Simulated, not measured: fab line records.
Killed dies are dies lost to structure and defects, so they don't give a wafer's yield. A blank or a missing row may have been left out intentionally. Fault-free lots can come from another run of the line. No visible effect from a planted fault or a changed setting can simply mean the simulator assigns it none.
What tool caused it? :: flow gf180mcu :: 33 wafers from 11 lots sampled at 5 of the route's 602 steps

WHAT EACH GAUGE READ, for each wafer
GF_M1_CD_MEAS_14 targets a cd of 230 nm.
lot: L253
measured: day 17 16:37
on: cdSem-02
cdNm (nm): 229.5 229.7 230.3

lot: L254
measured: day 17 21:50
on: cdSem-02
cdNm (nm): 229.7 229.2 229.2

lot: L255
measured: day 18 19:43
on: cdSem-01
cdNm (nm): 229.2 230.4 231.0

lot: L256
measured: day 19 00:10
on: cdSem-01
cdNm (nm): 229.7 230.0 229.5

lot: L258
measured: day 19 13:50
on: cdSem-01
cdNm (nm): 230.1 229.4 229.5

lot: L257
measured: day 19 17:45
on: cdSem-01
cdNm (nm): 231.8 230.8 230.8

lot: L259
measured: day 19 21:17
on: cdSem-01
cdNm (nm): 230.6 231.0 230.4

lot: L262
measured: day 21 00:47
on: cdSem-02
cdNm (nm): 230.1 230.2 230.2

lot: L267
measured: day 22 20:38
on: cdSem-01
cdNm (nm): 249.5 250.3 248.4

lot: L268
measured: day 23 07:28
on: cdSem-02
cdNm (nm): 250.3 250.3 251.3

lot: L274
measured: day 25 03:53
on: cdSem-02
cdNm (nm): 228.7 229.5 229.4

GF_M1_OVL_MEAS_15.
lot: L253
measured: day 17 16:43
on: overlay-01
M1_OVL (nm): -4 -1 -6

lot: L254
measured: day 17 21:58
on: overlay-02
M1_OVL (nm): -2 -4 -7

lot: L255
measured: day 18 19:48
on: overlay-01
M1_OVL (nm): 1 3 6

lot: L256
measured: day 19 00:16
on: overlay-02
M1_OVL (nm): -5 -4 1

lot: L258
measured: day 19 13:57
on: overlay-01
M1_OVL (nm): 10 4 -4

lot: L257
measured: day 19 17:50
on: overlay-01
M1_OVL (nm): -8 -10 -4

lot: L259
measured: day 19 21:22
on: overlay-01
M1_OVL (nm): -6 -6 -6

lot: L262
measured: day 21 00:55
on: overlay-02
M1_OVL (nm): -7 -1 1

lot: L267
measured: day 22 20:46
on: overlay-01
M1_OVL (nm): 12 6 7

lot: L268
measured: day 23 07:34
on: overlay-01
M1_OVL (nm): -6 -10 -10

lot: L274
measured: day 25 03:58
on: overlay-01
M1_OVL (nm): -1 -5 5

GF_V1_BOW_MEAS_05.
lot: L253
measured: day 17 17:59
on: filmMetro-03
V1_BOW (um): 81 83 79

lot: L254
measured: day 17 23:17
on: filmMetro-01
V1_BOW (um): 90 84 79

lot: L255
measured: day 18 21:08
on: filmMetro-03
V1_BOW (um): 72 74 97

lot: L256
measured: day 19 01:35
on: filmMetro-03
V1_BOW (um): 87 84 88

lot: L258
measured: day 19 15:14
on: filmMetro-03
V1_BOW (um): 89 80 102

lot: L257
measured: day 19 19:08
on: filmMetro-03
V1_BOW (um): 74 78 84

lot: L259
measured: day 19 22:50
on: filmMetro-04
V1_BOW (um): 83 81 84

lot: L262
measured: day 21 02:14
on: filmMetro-03
V1_BOW (um): 81 71 78

lot: L267
measured: day 22 22:01
on: filmMetro-04
V1_BOW (um): 81 80 93

lot: L268
measured: day 23 08:50
on: filmMetro-01
V1_BOW (um): 91 85 89

lot: L274
measured: day 25 05:17
on: filmMetro-04
V1_BOW (um): 84 74 71

WHAT TOOL EACH LOT RAN ON (gives the tool, then ch and the chambers of the sampled wafers, and finally the start)
lot: L253
GF_M1_EXPOSE_11: krfScanner-02 ch 0, day 17 05:00
GF_M1_STRIP_17: plasmaAsher-04 ch 0, day 17 16:52

lot: L254
GF_M1_EXPOSE_11: krfScanner-02 ch 0, day 17 10:02
GF_M1_STRIP_17: plasmaAsher-03 ch 0,1, day 17 22:07

lot: L255
GF_M1_EXPOSE_11: krfScanner-01 ch 0, day 18 07:49
GF_M1_STRIP_17: plasmaAsher-04 ch 0,1, day 18 19:59

lot: L256
GF_M1_EXPOSE_11: krfScanner-01 ch 0, day 18 11:58
GF_M1_STRIP_17: plasmaAsher-04 ch 0,1, day 19 00:25

lot: L258
GF_M1_EXPOSE_11: krfScanner-01 ch 0, day 19 01:38
GF_M1_STRIP_17: plasmaAsher-04 ch 1, day 19 14:07

lot: L257
GF_M1_EXPOSE_11: krfScanner-01 ch 0, day 19 05:21
GF_M1_STRIP_17: plasmaAsher-04 ch 0,1, day 19 18:01

lot: L259
GF_M1_EXPOSE_11: krfScanner-02 ch 0, day 19 09:04
GF_M1_STRIP_17: plasmaAsher-03 ch 0,1, day 19 21:41

lot: L262
GF_M1_EXPOSE_11: krfScanner-01 ch 0, day 20 12:14
GF_M1_STRIP_17: plasmaAsher-03 ch 1, day 21 01:04

lot: L267
GF_M1_EXPOSE_11: krfScanner-02 ch 0, day 22 08:44
GF_M1_STRIP_17: plasmaAsher-03 ch 0,1, day 22 20:55

lot: L268
GF_M1_EXPOSE_11: krfScanner-02 ch 0, day 22 20:19
GF_M1_STRIP_17: plasmaAsher-04 ch 0, day 23 07:43

lot: L274
GF_M1_EXPOSE_11: krfScanner-01 ch 0, day 24 16:39
GF_M1_STRIP_17: plasmaAsher-03 ch 0,1, day 25 04:09
- GF_M1_EXPOSE_11: exposes mask Metal1, target cd 230 nm.
- GF_M1_STRIP_17: strips in O2/N2.

WHAT THE TOOLS THEMSELVES READ (means of the sampled wafers that have a number; where no wafer has one, the mark that the record gives instead)
GF_M1_EXPOSE_11.
lot: L253
tool: krfScanner-02
exposureDoseMJCm2: 27.999

lot: L254
tool: krfScanner-02
exposureDoseMJCm2: 27.977

lot: L255
tool: krfScanner-01
exposureDoseMJCm2: 27.983

lot: L256
tool: krfScanner-01
exposureDoseMJCm2: 27.993

lot: L258
tool: krfScanner-01
exposureDoseMJCm2: 28.021

lot: L257
tool: krfScanner-01
exposureDoseMJCm2: 27.980

lot: L259
tool: krfScanner-02
exposureDoseMJCm2: 27.968

lot: L262
tool: krfScanner-01
exposureDoseMJCm2: 27.998

lot: L267
tool: krfScanner-02
exposureDoseMJCm2: 24.440

lot: L268
tool: krfScanner-02
exposureDoseMJCm2: 24.466

lot: L274
tool: krfScanner-01
exposureDoseMJCm2: 27.988

GF_M1_STRIP_17.
lot: L253
tool: plasmaAsher-04
drypumpMotorCurrentA (A): 5.6
heaterPowerW (W): 343
oesProductAu (a.u.): 0.534
stripTimeToEndpointS (s): 7.34

lot: L254
tool: plasmaAsher-03
drypumpMotorCurrentA (A): 5.9
heaterPowerW (W): 311
oesProductAu (a.u.): 0.538
stripTimeToEndpointS (s): 7.35

lot: L255
tool: plasmaAsher-04
drypumpMotorCurrentA (A): 5.9
heaterPowerW (W): 297
oesProductAu (a.u.): 0.534
stripTimeToEndpointS (s): 7.39

lot: L256
tool: plasmaAsher-04
drypumpMotorCurrentA (A): 5.9
heaterPowerW (W): 294
oesProductAu (a.u.): 0.543
stripTimeToEndpointS (s): 7.52

lot: L258
tool: plasmaAsher-04
drypumpMotorCurrentA (A): 6.1
heaterPowerW (W): 270
oesProductAu (a.u.): 0.539
stripTimeToEndpointS (s): 7.43

lot: L257
tool: plasmaAsher-04
drypumpMotorCurrentA (A): 5.8
heaterPowerW (W): 318
oesProductAu (a.u.): 0.542
stripTimeToEndpointS (s): 7.39

lot: L259
tool: plasmaAsher-03
drypumpMotorCurrentA (A): 5.8
heaterPowerW (W): 306
oesProductAu (a.u.): 0.533
stripTimeToEndpointS (s): 7.36

lot: L262
tool: plasmaAsher-03
drypumpMotorCurrentA (A): 5.9
heaterPowerW (W): 289
oesProductAu (a.u.): 0.536
stripTimeToEndpointS (s): 7.36

lot: L267
tool: plasmaAsher-03
drypumpMotorCurrentA (A): 5.8
heaterPowerW (W): 320
oesProductAu (a.u.): 0.537
stripTimeToEndpointS (s): 7.39

lot: L268
tool: plasmaAsher-04
drypumpMotorCurrentA (A): 5.6
heaterPowerW (W): 342
oesProductAu (a.u.): 0.538
stripTimeToEndpointS (s): 7.39

lot: L274
tool: plasmaAsher-03
drypumpMotorCurrentA (A): 5.9
heaterPowerW (W): 305
oesProductAu (a.u.): 0.541
stripTimeToEndpointS (s): 7.40

THE ANSWER, worked out from the rows above alone
Rule: the lots themselves supply what counts as usual. The widest of any qualifying gaps counts: lots, ordered by their means at a reading, are off when they make up no more than a third of the lots, leave a main group of 4 or more, and stand apart from it by 3 or more times the standard deviation of that group's means. The tables above print the reading to a certain number of digits; a main group whose means all agree to those digits is not used. A lot without any number at a reading at which 4 lots or more have one is off too. Where the step has rows for the other lots, those lots are counted as sound. First the gauges in route order, then the tools' own readings, where a lot's mean is used as printed above. The first step at which some lot is off is used, and at that step the reading that is off furthest; a lot without a number counts as furthest.
Off, at GF_M1_CD_MEAS_14 on cdNm: L267, L268. For the main group the mean is 230.0 nm and the standard deviation 0.58.
If a tool, at a process step before that reading, ran all the lots that are off and no sound lot after the first of them, it fits. Not tried: the gauges at GF_M1_CD_MEAS_14; whatever is off there is also off at GF_M1_EXPOSE_11, on other tools, and gauge error can't account for it. One fits: GF_M1_EXPOSE_11 on krfScanner-02. A fault onset in the window from L259 (day 19 09:04, its last sound lot) to L267 (day 22 08:44, its first lot off) fits.
On the lots that are off, the tool's own readings at GF_M1_EXPOSE_11 differ by more than 5 times the standard deviation of the sound lots' means, which bears it out; exposureDoseMJCm2 reads 24.453 there versus 27.990 on the sound lots.

WHAT HAD BEEN PUT IN BY THE SIMULATOR
Drift in process parameters on krfScanner-02 at GF_M1_EXPOSE_11, starting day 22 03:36. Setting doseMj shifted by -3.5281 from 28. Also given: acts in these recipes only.
Shown lots that were struck: L267, L268. Same finding as the rule above.
